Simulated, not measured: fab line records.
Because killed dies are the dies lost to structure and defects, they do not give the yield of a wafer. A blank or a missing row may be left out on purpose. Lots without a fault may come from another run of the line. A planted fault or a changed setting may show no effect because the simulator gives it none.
fab line records	flow sky130
[record] lots = 6	wafers = 18	last_day = 50
route steps=708 shown FIELD_ISO@13 NWELL@32 DNWELL@35 PWDE@45 PAD_OPEN@708
lots that met no fault: taken from a fault-free run of the same line
start_h: hours from the record's first day to the start of the lot's first wafer shown	wait_h: time in hours since the lot's previous step	" as in the row above	L1.1+2: a single row standing in for several wafers	- no value, or no start given	* or withheld: withheld	< > ~ a bound
route shown NAME@n: a module of which the file shows steps, and the number in the route of the first	usual: mean/standard deviation of fault-free wafers	same: alike in all rows	chamber/n: place in a boat	sites: readings site by site	_std_site: the standard deviation of these	_edge_site: mean of outer sites minus mean of inner sites	radius_mm: how far each site lies from the wafer's centre	mask NAME#n: copy n	behind: the tool/chamber that last shaped the wafer	hold: why the lot was held/for how many hours/how that ended	device: the transistor (n, p or np) that didn't switch	end of line: the same wafers' tests at the end of the route	a step given without rows: its recipe and nothing more	killed: at the first sort, the dies lost to defects and structure; wafer yield is something else	map: a wafer's dies, marking killed ones x, the rest . and places with no die _
set.NAME: the setting that was run; set.NAME@STEP: the one run at that earlier step	model.NAME: the simulator's own value behind a step, which no gauge read
lots at some steps of the route; a table a step, a row a wafer
services: from which hour (start_h, from the record's first day; less than 0 if before it) a tool's chamber was out of use, for how many hours, and why
[[steps]]
[step SKY_FIELD_ISO_DEVELOP_12]
[recipe] develop_time_s = 60	resist = KrF-thick	dev_temp_c = 21
[step SKY_FIELD_ISO_CD_MEAS_13]
[recipe] target_cd_nm = 150
[usual] cd_nm = 149.7/1.6
lot.wafer	tool	chamber	start_h	wait_h	cd_nm
L225.1	cd_sem-02	-	38.13	-	150.6
L225.2	"	-	"	"	150.5
L225.6	"	-	"	"	151.1
L232.1	cd_sem-02	-	73.65	-	150.5
L232.3	"	-	"	"	151.3
L232.5	"	-	"	"	149.3
L239.2	cd_sem-01	-	107.49	-	153.1
L239.4	"	-	"	"	152.5
L239.5	"	-	"	"	150.9
L241.3	cd_sem-01	-	116.97	-	150.5
L241.5	"	-	"	"	149.6
L241.6	"	-	"	"	150.8
L245.2	cd_sem-01	-	137.72	-	149.5
L245.5	"	-	"	"	148.5
L245.6	"	-	"	"	148.7
L246.1	cd_sem-01	-	145.07	-	148.3
L246.2	"	-	"	"	146.8
L246.3	"	-	"	"	149.3
[step SKY_FIELD_ISO_ETCH_14]
[recipe] chemistry = N2/H2	target = BARC	ion_energy_ev = 200	source_w = 500	bias_w = 100	pressure_mtorr = 30	n2_flow_sccm = 100	h2_flow_sccm = 200	stop_on = SiO2	time_s = 45.9	target_depth_a = 600
[usual] drypump_motor_current_A = 5.5/0.34	oes_product_au = 0.855/0.0047	throttle_valve_pct = 13.226/0.0086
lot.wafer	tool	chamber	start_h	wait_h	drypump_motor_current_A	oes_product_au	rf_hours_counter_h	throttle_valve_pct
L225.1	rie_diel-04	3	38.25	0.1	5.0	0.848	5	13.234
L225.2	"	1	"	"	5.0	0.849	171	13.241
L225.6	"	3	"	"	5.0	0.850	-	13.218
L232.1	rie_diel-04	2	73.77	0.1	5.4	0.855	1	13.229
L232.3	"	3	"	"	5.0	0.864	6	13.220
L232.5	"	2	"	"	5.4	0.863	-	13.220
L239.2	rie_diel-04	0	107.59	0.1	5.5	0.865	28	13.239
L239.4	"	1	"	"	5.0	0.865	1	13.233
L239.5	"	0	"	"	5.5	0.852	-	13.236
L241.3	rie_diel-02	1	117.05	0.1	5.4	0.860	72	13.224
L241.5	"	0	"	"	5.2	0.857	-	13.213
L241.6	"	3	"	"	6.1	0.856	-	13.216
L245.2	rie_diel-03	0	137.82	0.1	5.9	0.858	4	13.200
L245.5	"	1	"	"	5.7	0.854	-	13.218
L245.6	"	2	"	"	5.3	0.854	-	13.226
L246.1	rie_diel-02	3	145.19	0.1	6.1	0.860	121	13.219
L246.2	"	0	"	"	5.2	0.854	37	13.222
L246.3	"	1	"	"	5.4	0.852	72	13.199
[step SKY_FIELD_ISO_ETCH_15]
[recipe] chemistry = CHF3/O2	target_depth_nm = 180	stop_on = Si	source_w = 600	bias_w = 200	pressure_mtorr = 40	chf3_flow_sccm = 50	O2_flow_sccm = 5	time_s = 72
[usual] chf3_flow_sccm = 50.00/0.13	drypump_motor_current_A = 5.5/0.34	oes_product_au = 0.944/0.007	throttle_valve_pct = 8.843/0.0092
lot.wafer	tool	chamber	start_h	wait_h	chf3_flow_sccm	drypump_motor_current_A	oes_product_au	rf_hours_counter_h	throttle_valve_pct
L225.1	rie_diel-04	3	38.29	0.0	50.05	5.0	0.943	5	8.844
L225.2	"	1	"	"	50.13	5.0	0.938	171	8.842
L225.6	"	3	"	"	50.25	5.0	0.937	-	8.838
L232.1	rie_diel-04	2	73.81	0.0	50.03	5.4	0.933	1	8.825
L232.3	"	3	"	"	50.11	5.0	0.936	6	8.836
L232.5	"	2	"	"	50.17	5.4	0.944	-	8.833
L239.2	rie_diel-04	0	107.63	0.0	49.90	5.5	0.940	28	8.839
L239.4	"	1	"	"	50.03	5.0	0.949	1	8.857
L239.5	"	0	"	"	50.09	5.5	0.945	-	8.833
L241.3	rie_diel-02	1	117.09	0.0	50.23	5.4	0.940	72	8.848
L241.5	"	0	"	"	50.39	5.2	0.946	-	8.846
L241.6	"	3	"	"	50.10	6.1	0.942	-	8.837
L245.2	rie_diel-03	0	137.87	0.0	50.02	5.9	0.929	4	8.846
L245.5	"	1	"	"	50.05	5.6	0.947	-	8.852
L245.6	"	2	"	"	49.98	5.3	0.943	-	8.841
L246.1	rie_diel-02	3	145.23	0.0	50.08	6.1	0.940	121	8.833
L246.2	"	0	"	"	50.14	5.2	0.952	37	8.839
L246.3	"	1	"	"	50.17	5.4	0.932	72	8.861
[step SKY_FIELD_ISO_STRIP_16]
[recipe] chemistry = O2/N2	power_w = 1400	pressure_mtorr = 1500	platen_temp_c = withheld	o2_flow_sccm = 3000	n2_flow_sccm = 300	overash_fraction = 0.5
[step SKY_FIELD_ISO_ETCH_17]
[recipe] target_depth_a = 3420	mask_material = Si3N4	chemistry = HBr/Cl2/O2	target = Si	taper_deg = 5	icp_w = 600	bias_w = 150	pressure_mtorr = 15	HBr_flow_sccm = 150	Cl2_flow_sccm = 40	O2_flow_sccm = 6	time_s = 97.7
[usual] drypump_motor_current_A = 5.5/0.43	oes_product_au = 1.000/0.0077	throttle_valve_pct = 25.656/0.01
lot.wafer	tool	chamber	start_h	wait_h	drypump_motor_current_A	oes_product_au	rf_hours_counter_h	throttle_valve_pct
L225.1	rie_si-01	1	38.45	0.1	6.0	1.016	0	25.645
L225.2	"	3	"	"	5.3	0.991	48	25.642
L225.6	"	1	"	"	6.0	1.005	-	25.628
L232.1	rie_si-01	1	73.97	0.1	5.9	1.006	1	25.648
L232.3	"	2	"	"	4.9	1.007	24	25.628
L232.5	"	2	"	"	4.9	1.016	-	25.652
L239.2	rie_si-02	2	107.79	0.1	6.0	0.985	0	25.682
L239.4	"	0	"	"	5.5	0.992	2	25.653
L239.5	"	0	"	"	5.5	1.000	-	25.649
L241.3	rie_si-02	1	117.25	0.0	6.0	0.996	1	25.659
L241.5	"	2	"	"	6.0	0.990	-	25.649
L241.6	"	3	"	"	5.5	1.002	-	25.650
L245.2	rie_si-02	2	138.02	0.1	6.0	0.989	1	25.651
L245.5	"	0	"	"	5.5	1.005	-	25.668
L245.6	"	1	"	"	6.0	1.007	-	25.655
L246.1	rie_si-01	1	145.39	0.1	5.9	1.005	1	25.643
L246.2	"	3	"	"	5.3	1.011	49	25.652
L246.3	"	2	"	"	4.8	1.011	25	25.652
[step SKY_FIELD_ISO_WET_ETCH_18]
[recipe] chemistry = H3PO4	target_depth_nm = 25	temp_c = 160	target = Si3N4	time_s = 286
[step SKY_FIELD_ISO_CLEAN_19]
[recipe] chemistry = SC1/SC2	mix = 1:4:20	temp_c = 70	time_s = 150
[step SKY_FIELD_ISO_CLEAN_20]
[recipe] chemistry = dHF	time_s = 20	dilution = 100:1
[step SKY_FIELD_ISO_WET_ETCH_21]
[recipe] chemistry = dHF	dilution = 100:1	target_depth_nm = 20	dry = ipa_marangoni	target = SiO2	temp_c = 25	time_s = 400
[step SKY_FIELD_ISO_OXIDATION_22]
[recipe] temp_c = 950	ambient = O2	stabilise_s = 600	purge_s = 300	target_thk_a = 100	ox_time_s = 623
[step SKY_FIELD_ISO_THK_MEAS_23]
[recipe] reads = SiO2_of_FIELD_ISO_OXIDATION_22
[usual] FIELD_ISO_OXIDATION_01_THK = 10.00/0.19
lot.wafer	tool	chamber	start_h	wait_h	FIELD_ISO_OXIDATION_01_THK[nm]
L225.1	film_metro-03	-	45.43	0.0	10.18
L225.2	"	-	"	"	10.41
L225.6	"	-	"	"	10.14
L232.1	film_metro-02	-	75.48	0.0	10.03
L232.3	"	-	"	"	9.92
L232.5	"	-	"	"	9.91
L239.2	film_metro-02	-	110.12	0.0	10.18
L239.4	"	-	"	"	10.09
L239.5	"	-	"	"	10.25
L241.3	film_metro-02	-	118.81	0.0	9.94
L241.5	"	-	"	"	9.90
L241.6	"	-	"	"	10.11
L245.2	film_metro-04	-	139.55	0.0	9.65
L245.5	"	-	"	"	9.72
L245.6	"	-	"	"	9.76
L246.1	film_metro-04	-	148.37	0.0	9.80
L246.2	"	-	"	"	9.80
L246.3	"	-	"	"	9.66
[step SKY_FIELD_ISO_CVD_24]
[recipe] material = SiO2	target_thk_nm = 595	temp_c = 650	sigma_open_frac = 0.3	time_s = 99.2	sih4_flow_sccm = 60	pressure_mtorr = 6
lot.wafer	tool	chamber	start_h	wait_h
L225.1+2+6	hdpcvd-01	2,0,2	45.49	0.1
L232.1+3+5	hdpcvd-02	1,0,0	75.54	0.1
L239.2+4+5	hdpcvd-02	1,1,2	110.17	0.0
L241.3+5+6	hdpcvd-02	1,2,1	118.85	0.0
L245.2+5+6	hdpcvd-02	1,1,2	139.60	0.0
L246.1+2+3	hdpcvd-02	0,2,1	148.43	0.1
[step SKY_FIELD_ISO_THK_MEAS_25]
[recipe] reads = SiO2_of_FIELD_ISO_CVD_24
[usual] FIELD_ISO_CVD_24_THK = 593/5.1
lot.wafer	tool	chamber	start_h	wait_h	FIELD_ISO_CVD_24_THK[nm]
L225.1	film_metro-04	-	45.56	0.0	589
L225.2	"	-	"	"	593
L225.6	"	-	"	"	599
L232.1	film_metro-03	-	75.62	0.0	594
L232.3	"	-	"	"	596
L232.5	"	-	"	"	590
L239.2	film_metro-04	-	110.25	0.0	585
L239.4	"	-	"	"	588
L239.5	"	-	"	"	594
L241.3	film_metro-03	-	118.94	0.1	589
L241.5	"	-	"	"	586
L241.6	"	-	"	"	584
L245.2	film_metro-02	-	139.68	0.0	590
L245.5	"	-	"	"	597
L245.6	"	-	"	"	595
L246.1	film_metro-04	-	148.50	0.0	586
L246.2	"	-	"	"	590
L246.3	"	-	"	"	589
[step SKY_FIELD_ISO_ANNEAL_26]
[recipe] temp_c = 1000	time_s = 1800	ambient = N2
[step SKY_FIELD_ISO_CMP_27]
[recipe] stop_on = Si3N4	t_overpolish_s = 16	down_force_psi = 4	platen_rpm = 60	target_thk_nm = 457.8	pad_velocity_m_s = 0.94248
[step SKY_FIELD_ISO_WET_ETCH_28]
[recipe] chemistry = dHF	target_depth_nm = 23.7	target = SiO2	dilution = 10:1	temp_c = 25	time_s = 47
[step SKY_FIELD_ISO_WET_ETCH_29]
[recipe] chemistry = H3PO4	target_depth_nm = 160	target = Si3N4	temp_c = 160	time_s = 1825
[step SKY_FIELD_ISO_WET_ETCH_30]
[recipe] chemistry = dHF	target_depth_nm = 25	target = SiO2	dilution = 10:1	temp_c = 25	time_s = 50
[step SKY_NWELL_CLEAN_00]
[recipe] chemistry = SC1/SC2	mix = 1:4:20	temp_c = 70	time_s = 150	dry = n2_spin
[step SKY_NWELL_OXIDATION_01]
[recipe] temp_c = 900	ambient = O2	stabilise_s = 600	purge_s = 300	target_thk_a = 100	ox_time_s = 1418
[step SKY_NWELL_THK_MEAS_02]
[recipe] reads = SiO2_of_NWELL_OXIDATION_01
[usual] NWELL_OXIDATION_THK = 9.98/0.18
lot.wafer	tool	chamber	start_h	wait_h	NWELL_OXIDATION_THK[nm]
L225.1	film_metro-03	-	52.53	0.0	9.86
L225.2	"	-	"	"	9.91
L225.6	"	-	"	"	9.83
L232.1	film_metro-04	-	79.48	0.0	10.19
L232.3	"	-	"	"	10.06
L232.5	"	-	"	"	10.22
L239.2	film_metro-04	-	115.50	0.0	9.79
L239.4	"	-	"	"	9.96
L239.5	"	-	"	"	9.67
L241.3	film_metro-04	-	123.24	0.0	9.85
L241.5	"	-	"	"	10.01
L241.6	"	-	"	"	9.76
L245.2	film_metro-03	-	143.84	0.0	9.92
L245.5	"	-	"	"	9.99
L245.6	"	-	"	"	9.85
L246.1	film_metro-03	-	156.20	0.0	9.73
L246.2	"	-	"	"	9.88
L246.3	"	-	"	"	9.85
[step SKY_DNWELL_DEHYDRATE_00]
[recipe] temp_c = 200	time_s = 60
[step SKY_DNWELL_HMDS_01]
[recipe] prime_time_s = 60	prime_temp_c = 120
[step SKY_DNWELL_COAT_02]
[recipe] spin_rpm = 2000	resist_thk_nm = 3000
[step SKY_DNWELL_SOFTBAKE_03]
[recipe] temp_c = 110	time_s = withheld
[step SKY_DNWELL_EXPOSE_04]
[recipe] mask_id = DNM	na = 0.57	target_cd_nm = 3000	dose_mj = 222
[step SKY_DNWELL_PEB_05]
[recipe] temp_c = 115	time_s = withheld
[step SKY_DNWELL_DEVELOP_06]
[recipe] wall_angle_deg = 90	developer = TMAH	develop_time_s = 60	dev_temp_c = 23
[step SKY_DNWELL_IMPLANT_07]
[recipe] species = P	energy_kev = withheld	dose_cm2 = withheld	tilt_deg = withheld
[step SKY_DNWELL_STRIP_08]
[recipe] chemistry = O2/N2	power_w = 1400	pressure_mtorr = 1500	platen_temp_c = withheld	o2_flow_sccm = 3000	n2_flow_sccm = 300	overash_fraction = 0.5
[usual] drypump_motor_current_A = 5.7/0.34	oes_product_au = 0.722/0.0043	strip_time_to_endpoint_s = 36.94/0.11
lot.wafer	tool	chamber	start_h	wait_h	drypump_motor_current_A	oes_product_au	rf_hours_counter_h	strip_time_to_endpoint_s
L225.1	plasma_asher-01	0	69.63	0.1	5.7	0.722	39	37.03
L225.2	"	1	"	"	5.7	0.721	39	37.13
L225.6	"	1	"	"	5.8	0.718	-	37.04
L232.1	plasma_asher-01	1	96.08	0.1	5.7	0.717	41	36.94
L232.3	"	1	"	"	5.7	0.721	-	36.84
L232.5	"	1	"	"	5.7	0.729	-	36.81
L239.2	plasma_asher-02	0	134.10	0.1	6.4	0.714	46	36.98
L239.4	"	1	"	"	5.2	0.720	-	36.93
L239.5	"	0	"	"	6.4	0.713	-	36.97
L241.3	plasma_asher-01	1	142.73	0.1	5.7	0.725	-	36.96
L241.5	"	1	"	"	5.7	0.722	-	36.80
L241.6	"	0	"	"	5.8	0.719	-	37.04
L245.2	plasma_asher-02	0	164.05	0.1	6.4	0.723	48	36.86
L245.5	"	1	"	"	5.2	0.726	-	36.90
L245.6	"	0	"	"	6.4	0.725	-	36.97
L246.1	plasma_asher-01	1	176.20	0.1	5.7	0.725	6	37.04
L246.2	"	0	"	"	5.8	0.719	6	36.95
L246.3	"	1	"	"	5.7	0.732	-	37.00
[step SKY_DNWELL_TW_MEAS_09]
[usual] DNWELL_TW = 1117/10
lot.wafer	tool	chamber	start_h	wait_h	DNWELL_TW
L225.1	film_metro-01	-	69.73	0.1	1118
L225.2	"	-	"	"	1124
L225.6	"	-	"	"	1117
L232.1	film_metro-04	-	96.18	0.1	1110
L232.3	"	-	"	"	1114
L232.5	"	-	"	"	1110
L239.2	film_metro-01	-	134.21	0.1	1124
L239.4	"	-	"	"	1135
L239.5	"	-	"	"	1134
L241.3	film_metro-04	-	142.82	0.1	1103
L241.5	"	-	"	"	1107
L241.6	"	-	"	"	1104
L245.2	film_metro-03	-	164.16	0.1	1107
L245.5	"	-	"	"	1107
L245.6	"	-	"	"	1111
L246.1	film_metro-01	-	176.30	0.1	1121
L246.2	"	-	"	"	1126
L246.3	"	-	"	"	1122
[step SKY_PWDE_DEHYDRATE_00]
[recipe] temp_c = 200	time_s = 60
[step SKY_PWDE_HMDS_01]
[recipe] prime_time_s = 60	prime_temp_c = 120
[step SKY_PWDE_COAT_02]
[recipe] spin_rpm = 2000	resist_thk_nm = 3000
[step SKY_PWDE_SOFTBAKE_03]
[recipe] temp_c = 110	time_s = withheld
[step SKY_PWDE_EXPOSE_04]
[recipe] mask_id = PWDEM	na = 0.6	source_shape = conventional	sigma_outer = 0.6	polarization = unpolarized	target_cd_nm = 840	dose_mj = 214
[step SKY_PWDE_PEB_05]
[recipe] temp_c = 115	time_s = withheld
[step SKY_PWDE_DEVELOP_06]
[recipe] wall_angle_deg = 90	developer = TMAH	develop_time_s = 60	dev_temp_c = 23
[step SKY_PWDE_OVL_MEAS_07]
[usual] PWDE_OVL = 0.6/1.5
lot.wafer	tool	chamber	start_h	wait_h	PWDE_OVL[nm]
L225.1	overlay-02	-	85.77	-	0.3
L225.2	"	-	"	"	-0.1
L225.6	"	-	"	"	-0.6
L232.1	overlay-01	-	113.45	-	-1.2
L232.3	"	-	"	"	0.6
L232.5	"	-	"	"	-1.3
L239.2	overlay-02	-	154.89	-	3.2
L239.4	"	-	"	"	4.0
L239.5	"	-	"	"	2.6
L241.3	overlay-02	-	162.99	-	0.2
L241.5	"	-	"	"	0.2
L241.6	"	-	"	"	0.0
L245.2	overlay-01	-	184.12	-	-1.7
L245.5	"	-	"	"	-0.4
L245.6	"	-	"	"	-0.8
L246.1	overlay-02	-	197.88	-	-2.8
L246.2	"	-	"	"	-0.9
L246.3	"	-	"	"	-0.2
[step SKY_PWDE_IMPLANT_08]
[recipe] species = B	energy_kev = 150	dose_cm2 = 3.6e+12	tilt_deg = withheld
[step SKY_PWDE_STRIP_09]
[recipe] chemistry = O2/N2	power_w = 1400	pressure_mtorr = 1500	platen_temp_c = withheld	o2_flow_sccm = 3000	n2_flow_sccm = 300	overash_fraction = 0.5
[usual] drypump_motor_current_A = 5.7/0.42	oes_product_au = 0.723/0.0047	strip_time_to_endpoint_s = 36.91/0.11
lot.wafer	tool	chamber	start_h	wait_h	drypump_motor_current_A	oes_product_au	rf_hours_counter_h	strip_time_to_endpoint_s
L225.1	plasma_asher-02	0	85.95	0.1	6.3	0.719	41	36.87
L225.2	"	1	"	"	5.2	0.725	41	36.83
L225.6	"	0	"	"	6.3	0.726	-	36.81
L232.1	plasma_asher-03	1	113.63	0.1	5.7	0.727	30	37.11
L232.3	"	0	"	"	6.0	0.717	-	36.96
L232.5	"	0	"	"	6.0	0.713	-	37.11
L239.2	plasma_asher-02	1	155.07	0.1	5.2	0.721	48	36.89
L239.4	"	1	"	"	5.2	0.722	-	36.95
L239.5	"	1	"	"	5.2	0.719	-	37.00
L241.3	plasma_asher-03	1	163.20	0.1	5.7	0.735	-	36.89
L241.5	"	0	"	"	6.0	0.722	-	36.97
L241.6	"	1	"	"	5.7	0.724	-	36.93
L245.2	plasma_asher-02	0	184.30	0.1	6.4	0.725	50	36.80
L245.5	"	1	"	"	5.2	0.723	-	36.71
L245.6	"	0	"	"	6.4	0.729	-	36.79
L246.1	plasma_asher-04	1	198.07	0.1	5.7	0.716	49	36.99
L246.2	"	0	"	"	5.3	0.731	49	36.97
L246.3	"	0	"	"	5.3	0.729	-	37.09
[step SKY_PAD_OPEN_PROBE_99]
[usual] killed_at_M0_to_M3 = 43/7.1	killed_at_M4_up = 3.3/2	killed_at_contacts = 24/5.1	killed_at_front_end = 15/4.6	killed_at_other = 0.3/0.6	killed_dies = 86/9.6	killed_open = 46/7.3	killed_short = 39/6.7
[same] gross_dies = 492	killed_at_back_side = 0
lot.wafer	tool	chamber	start_h	wait_h	killed_at_M0_to_M3	killed_at_M4_up	killed_at_contacts	killed_at_front_end	killed_at_other	killed_dies	killed_open	killed_short
L232.1	prober-01	-	1136.40	0.1	40	0	30	15	1	86	50	36
L232.3	prober-01	-	1136.50	0.2	43	3	29	16	0	91	48	43
L232.5	prober-01	-	1136.60	0.2	42	4	32	13	0	91	48	43
L245.6	prober-02	-	1194.18	0.2	41	4	18	50	1	114	36	40
L246.2	prober-01	-	1197.68	0.1	26	1	19	55	0	101	37	22
// killed by level:class
L232.1 CONTACT:geometric_particle:open=9 VIA2:geometric_particle:open=8 LI_CONTACT:geometric_particle:open=7 LOCAL_INTERCONNECT:geometric_particle:short=7 VIA3:geometric_particle:open=6 VIA1:geometric_particle:open=6 FIELD_ISO:geometric_particle:open=5 METAL2:geometric_particle:short=5
L232.3 CONTACT:geometric_particle:open=15 VIA3:geometric_particle:open=8 LOCAL_INTERCONNECT:geometric_particle:short=7 VIA1:geometric_particle:open=6 METAL3:geometric_particle:short=6 POLY_GATE:geometric_particle:open=5 VIA2:geometric_particle:short=5 POLY_GATE:geometric_particle:short=4
L232.5 CONTACT:geometric_particle:open=14 VIA1:geometric_particle:open=9 LI_CONTACT:geometric_particle:open=7 METAL1:geometric_particle:short=6 VIA3:geometric_particle:short=6 LI_CONTACT:geometric_particle:short=6 FIELD_ISO:geometric_particle:open=5 METAL2:geometric_particle:short=5
L245.6 FIELD_ISO:unspecified=38 METAL1:geometric_particle:short=7 VIA1:geometric_particle:open=7 METAL2:geometric_particle:short=7 FIELD_ISO:geometric_particle:open=5 LOCAL_INTERCONNECT:geometric_particle:short=5 CONTACT:geometric_particle:open=5 METAL3:geometric_particle:short=5
L246.2 FIELD_ISO:unspecified=42 CONTACT:geometric_particle:open=9 LI_CONTACT:geometric_particle:open=6 VIA1:geometric_particle:open=5 VIA2:geometric_particle:open=5 FIELD_ISO:geometric_particle:open=4 METAL1:geometric_particle:short=4 FIELD_ISO:geometric_particle:short=3
// map L245.6 (x killed, . not)
__________.xx.x....._________
________.............._______
______.x......x......x.._____
_____.......x...........x____
____............x........x___
___..xx.x.x.....x....x...x.__
__.....x...................._
_..x....x..............x..xxx
_..x...x.......x.x.......x...
_......x............xx...x...
_x...x..........x..x....x....
_...x...x..x.xx..x..x....x...
_...xx.x........x.......x....
_.x.....xxx....x...x.x.......
_........x.xxx....x...x......
__.....xxxxxxxxx.x.......x.._
___.x...xxxxxxx.x....x.....__
____.x.x.xxxxxxxxx.x......___
_____xx.xxxxxx...........____
______....x..xx.x...x..._____
________....x....x...x_______
__________x........._________
// map L246.3 (x killed, . not)
__________.........._________
________.....x..x..x.._______
______x........xx.x....._____
_____xx...x.....x...x....____
____x....x..xxx..x........___
___xx......x.x....x........__
__x..x.....xx..............x_
_...xx....x.x......x......x.x
_.xxx........x........x......
_.xx..x.x...............x..x.
_..........x..........x......
_x.....x.......x.x.x...x.....
_x.....x.x.....xx...x.xxx....
_......x.x..x.......x..x.....
_..x...xx.....x.....xxx...x..
__.x............x..........._
___....x.x.xx..xxxx........__
____.......x.....x.....x..___
_____.x..........x...xx..____
______x.......x..xx.xx.._____
________.x..x..xx.x..._______
__________........x._________
[[services]]
tool	chamber	start_h	hours	kind
rie_diel-02	0	16.22	6.9	repair
plasma_asher-01	-	51.48	1.9	repair
plasma_asher-02	-	51.75	1.6	repair
rie_diel-04	1	55.35	-	clean
rie_diel-04	1	55.35	-	consumable_replace:esc
rie_diel-04	1	55.35	19.6	scheduled_down
rie_diel-04	1	55.35	19.6	vent_cycle
rie_diel-03	1	55.53	4.9	repair
hdpcvd-01	-	66.75	15.0	pm
rie_diel-02	1	67.91	16.8	repair
plasma_asher-02	-	96.87	0.4	repair
rie_diel-02	3	101.02	1.4	repair
plasma_asher-04	-	101.50	4.3	pm
plasma_asher-01	-	108.75	9.0	pm
plasma_asher-01	0	108.75	9.0	vent_cycle
plasma_asher-01	1	108.75	9.0	vent_cycle
plasma_asher-01	0	117.75	-	clean
plasma_asher-03	-	122.14	1.4	repair
rie_diel-04	0	132.08	5.6	repair
rie_diel-04	0	139.50	5.0	repair
rie_diel-02	-	146.08	0.6	repair
rie_diel-04	-	167.92	2.8	pm
hdpcvd-01	0	180.48	20.1	repair
rie_diel-02	-	198.00	10.0	pm
[[key]]
[first_sign] step = SKY_PAD_OPEN_PROBE_99	reading = killed_at_front_end	direction = up	sigmas = 8	usual = 15	struck = 52
effect none on later readings
met_at SKY_FIELD_ISO_CVD_24
struck_wafers L245.6,L246.2
tester_left_out L245,L246
onset_between 118.85 139.60
[fault] kind = chamber_particle_source	tool = hdpcvd-02	chamber = 2	onset_h = 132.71	steps = SKY_FIELD_ISO_CVD_24	rate_per_visit_cm2 = 0.39434	end_h = 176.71
// tester_left_out: of these lots the tester's yield and bins aren't shown, on N5 and GAA mostly nor the transistor test; their killed dies are dies lost to structure and defects alone, not to doping, threshold or leakage, so they don't give the yield
